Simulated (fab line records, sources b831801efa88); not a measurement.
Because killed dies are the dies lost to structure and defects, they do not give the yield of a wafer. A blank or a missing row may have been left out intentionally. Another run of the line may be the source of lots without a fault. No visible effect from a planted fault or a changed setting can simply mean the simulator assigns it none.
Matching of chambers :: flow gf180mcu :: 4 sister chambers for GF_STI_CMP_25 on cmp-01
The step polishes, stops on Si3N4, t overpolish 33 s, target thk 524.6 nm. 15 wafers are shown with their chamber, then 7 later ones without.

## WAFERS WITH THEIR CHAMBER
wafer: L464.1
chamber: 1
motorCurrentA (A): 12.6
slurryFlowMlMin: 150.2
timeToEndpointS (s): 124

wafer: L464.2
chamber: 0
motorCurrentA (A): 14.0
slurryFlowMlMin: 149.8
timeToEndpointS (s): 130

wafer: L464.3
chamber: 3
motorCurrentA (A): 10.0
slurryFlowMlMin: 150.5
timeToEndpointS (s): 124

wafer: L465.2
chamber: 0
motorCurrentA (A): 14.0
slurryFlowMlMin: 150.6
timeToEndpointS (s): 131

wafer: L465.5
chamber: 1
motorCurrentA (A): 13.0
slurryFlowMlMin: 150.1
timeToEndpointS (s): 126

wafer: L465.6
chamber: 0
motorCurrentA (A): 13.6
slurryFlowMlMin: 150.7
timeToEndpointS (s): 129

wafer: L468.3
chamber: 0
motorCurrentA (A): 13.7
slurryFlowMlMin: 150.8
timeToEndpointS (s): 132

wafer: L468.4
chamber: 2
motorCurrentA (A): 10.2
slurryFlowMlMin: 149.9
timeToEndpointS (s): 125

wafer: L468.5
chamber: 2
motorCurrentA (A): 9.5
slurryFlowMlMin: 149.6
timeToEndpointS (s): 132

wafer: L469.2
chamber: 2
motorCurrentA (A): 9.9
slurryFlowMlMin: 149.9
timeToEndpointS (s): 128

wafer: L469.3
chamber: 1
motorCurrentA (A): 12.5
slurryFlowMlMin: 149.9
timeToEndpointS (s): 130

wafer: L469.6
chamber: 2
motorCurrentA (A): 10.1
slurryFlowMlMin: 150.4
timeToEndpointS (s): 131

wafer: L472.4
chamber: 1
motorCurrentA (A): 12.7
slurryFlowMlMin: 149.4
timeToEndpointS (s): 120

wafer: L472.5
chamber: 2
motorCurrentA (A): 9.6
slurryFlowMlMin: 149.9
timeToEndpointS (s): 118

wafer: L472.6
chamber: 1
motorCurrentA (A): 12.5
slurryFlowMlMin: 149.6
timeToEndpointS (s): 120

SIGNATURES (averages over the wafers above)
reading: motorCurrentA
chamber 0: 13.825
chamber 1: 12.660
chamber 2: 9.860
chamber 3: 10.000
scatter within a chamber: 0.247

reading: slurryFlowMlMin
chamber 0: 150.475
chamber 1: 149.840
chamber 2: 149.940
chamber 3: 150.500
scatter within a chamber: 0.358

reading: timeToEndpointS
chamber 0: 130.50
chamber 1: 124.00
chamber 2: 126.80
chamber 3: 124.00
scatter within a chamber: 4.3
Rule: distance of a wafer from a chamber = root of the sum over the readings of ((wafer's reading minus chamber's mean) / reading's scatter) squared. The wafer belongs to the nearest chamber; if the next one is less than 2 further off, it can't be placed. The scatter: the root of (the sum of the squares of (reading less its chamber's mean) over the shown wafers, divided by (wafers less chambers)).

## WAFERS MISSING THEIR CHAMBER
wafer: L475.1
motorCurrentA (A): 10.0
slurryFlowMlMin: 150.1
timeToEndpointS (s): 119

wafer: L475.4
motorCurrentA (A): 13.3
slurryFlowMlMin: 150.5
timeToEndpointS (s): 124

wafer: L475.5
motorCurrentA (A): 10.0
slurryFlowMlMin: 150.7
timeToEndpointS (s): 125

wafer: L482.6
motorCurrentA (A): 10.1
slurryFlowMlMin: 149.1
timeToEndpointS (s): 125

wafer: L486.1
motorCurrentA (A): 9.7
slurryFlowMlMin: 150.5
timeToEndpointS (s): 121

wafer: L486.2
motorCurrentA (A): 13.2
slurryFlowMlMin: 149.3
timeToEndpointS (s): 119

wafer: L486.3
motorCurrentA (A): 14.0
slurryFlowMlMin: 150.1
timeToEndpointS (s): 123

## CHAMBER TAKEN BY EACH
wafer: L475.1
from the rows above: can't be placed: 3 or 2
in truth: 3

wafer: L475.4
from the rows above: can't be placed: 0 or 1
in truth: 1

wafer: L475.5
from the rows above: can't be placed: 3 or 2
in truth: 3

wafer: L482.6
from the rows above: can't be placed: 2 or 3
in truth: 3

wafer: L486.1
from the rows above: can't be placed: 3 or 2
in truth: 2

wafer: L486.2
from the rows above: 1
in truth: 1

wafer: L486.3
from the rows above: 0
in truth: 0
Correctly placed: 2 of 7. Unplaceable from these rows: 5, with the true chamber sitting among the candidates in 5. Wrongly placed: 0.
